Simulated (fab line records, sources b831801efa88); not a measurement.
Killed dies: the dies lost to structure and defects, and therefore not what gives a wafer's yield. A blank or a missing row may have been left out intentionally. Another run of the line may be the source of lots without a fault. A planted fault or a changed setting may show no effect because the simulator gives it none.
Chamber matching ; flow gf180mcu ; GF_CONTACT_CMP_27 on cmp-01 has 4 sister chambers
The step polishes, stops on SiO2, t overpolish 15 s, target thk 0 nm. 8 wafers are shown with their chamber, then 7 later ones without.

## WAFERS WITH THEIR CHAMBER
wafer;chamber;motor-current-A (A);time-to-endpoint-s (s)
L889.2;1;10.7;72.8
L897.2;1;10.7;74.3
L899.6;3;11.1;75.9
L900.1;0;11.5;72.8
L900.2;3;10.6;70.6
L900.3;2;14.0;72.5
L901.1;2;13.6;72.2
L901.2;0;11.1;73.5

## WAFERS WITHOUT THEIR CHAMBER
wafer;motor-current-A (A);time-to-endpoint-s (s)
L901.5;13.0;72.2
L904.1;10.3;75.8
L904.3;13.4;73.0
L904.6;10.7;75.3
L905.3;11.3;74.1
L905.5;13.2;71.1
L905.6;10.9;72.2

## EACH ONE'S CHAMBER
wafer;from the rows above;in truth
L901.5;2;2
L904.1;can't be placed: 1 or 3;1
L904.3;2;2
L904.6;can't be placed: 1 or 3 or 0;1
L905.3;can't be placed: 0 or 3 or 1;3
L905.5;2;2
L905.6;can't be placed: 3 or 1 or 0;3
Placed correctly: 3 of 7. From these rows, 4 cannot be placed; in 4 the true chamber is one of the candidates. Wrongly placed: 0.
How it was worked out, from the rows above alone: a wafer's distance from a chamber is the root of the sum, over the readings, of the square of ((its reading less the chamber's mean) divided by the reading's scatter). The wafer belongs to the nearest chamber; if the next one is less than 2 further off, it can't be placed. The mean given for a chamber averages the wafers shown for that chamber. The scatter is the square root of a quotient: the sum, over the shown wafers, of each reading's squared deviation from its chamber's mean, divided by wafers minus chambers.
